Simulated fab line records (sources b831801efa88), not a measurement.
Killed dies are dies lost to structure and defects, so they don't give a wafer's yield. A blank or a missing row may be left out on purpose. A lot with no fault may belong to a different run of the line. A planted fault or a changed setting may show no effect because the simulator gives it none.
Code-filled problem report in 8D (eight disciplines) form ; flow sfq-line ; the parts of the form that need people (team, actions taken, sign-off) are left out

1. PROBLEM STATEMENT
Wafers without a fault read 0.898 a.u., standard deviation 0.0075; oes-product-au at SFQ_TRILAYER_C5_ETCH_VIA_ETCH_154 reads a mean of 0.978 a.u. on 2 wafers belonging to 2 lots. Measured from the usual mean, that is +11 standard deviations.
The step: etches SiO2 in CHF3, stops on Nb, target depth 84 nm.
Seen first at day 70 14:59 on rie-diel-03, wafer L393.2. The record holds 42 wafers of 14 lots with a number at this step. The rule behind "out" and "out of limits": a value lying over 4 standard deviations away from the usual mean. The rest of the wafers with a number are treated as sound.

2. WHAT IT IS AND WHAT IT IS NOT
question;is;is not
which readings at this step;oes-product-au;bias-w, drypump-motor-current-A
which lots;L393, L395;L387, L391, L392, L399, L400, L401, L402, L403, L404, L406, L407, L408
which wafers of those lots;L393.2, L395.4;L393.3, L393.5, L395.1, L395.3
read on which tools;rie-diel-03, rie-diel-04;rie-diel-02
when;from day 70 14:59;"up to then (11 sound wafers); but 29 sound wafers of L395, L399, L400, L401, L402, L403, L404, L406, L407, L408 came after"

3. SUSPECTS, AND WHAT RULES EACH OUT
Counting: any tool at a process step up to the reading remains a suspect provided it ran every lot that is out. Sound lots after the first of them don't rule it out here, since some wafers of a struck lot are sound.
- pecvd-02 at SFQ_TRILAYER_A5C_DEP_PECVD_142 (deposits SiO2 from SiH4/N2O, time 15.556 s, target thk 70 nm): kept. It ran every lot that is out, first L393 (day 59 15:23); its last sound lot up to then is L391 (day 59 09:23).
The count leaves pecvd-02 at SFQ_TRILAYER_A5C_DEP_PECVD_142.

4. THE CAUSE (what the simulator had put in)
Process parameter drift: pecvd-02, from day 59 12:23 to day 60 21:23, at SFQ_TRILAYER_A5C_DEP_PECVD_142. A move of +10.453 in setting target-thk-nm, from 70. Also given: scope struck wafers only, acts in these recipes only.
The count eliminated every tool but this one.

5. THE CHAIN OF EFFECTS, in route order
Each row: a reading where the mean over the struck wafers with a number is more than 3 standard deviations away from the usual. Readings are gone through only where the record gives a usual standard deviation; hours: the median, over the lots, of the time from a lot's start at the first step in this table giving one to that lot's start at this step; sigmas: the change measured in usual standard deviations.
hours;step;reading;usual;on struck wafers;change;sigmas
0;SFQ_TRILAYER_C5_ETCH_VIA_ETCH_154;oes-product-au;0.898 a.u.;0.978;+0.080;+11
Its process steps:
- SFQ_TRILAYER_C5_ETCH_VIA_ETCH_154: etches SiO2 in CHF3, stops on Nb, target depth 84 nm.

6. HOW IT WOULD HAVE BEEN CAUGHT EARLIER
The fault began at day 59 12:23; the first out-of-limits reading in this record came at day 70 14:59, 267 hours later.
Tool readings at SFQ_TRILAYER_A5C_DEP_PECVD_142 with a usual standard deviation given in the record: none out on any struck wafer, hence no alarm at a limit of 4 standard deviations on them.
By day 70 14:59, every lot that is out (2) had started SFQ_TRILAYER_A5C_DEP_PECVD_142 on pecvd-02. None of them would have been spared by holding the tool at that moment.
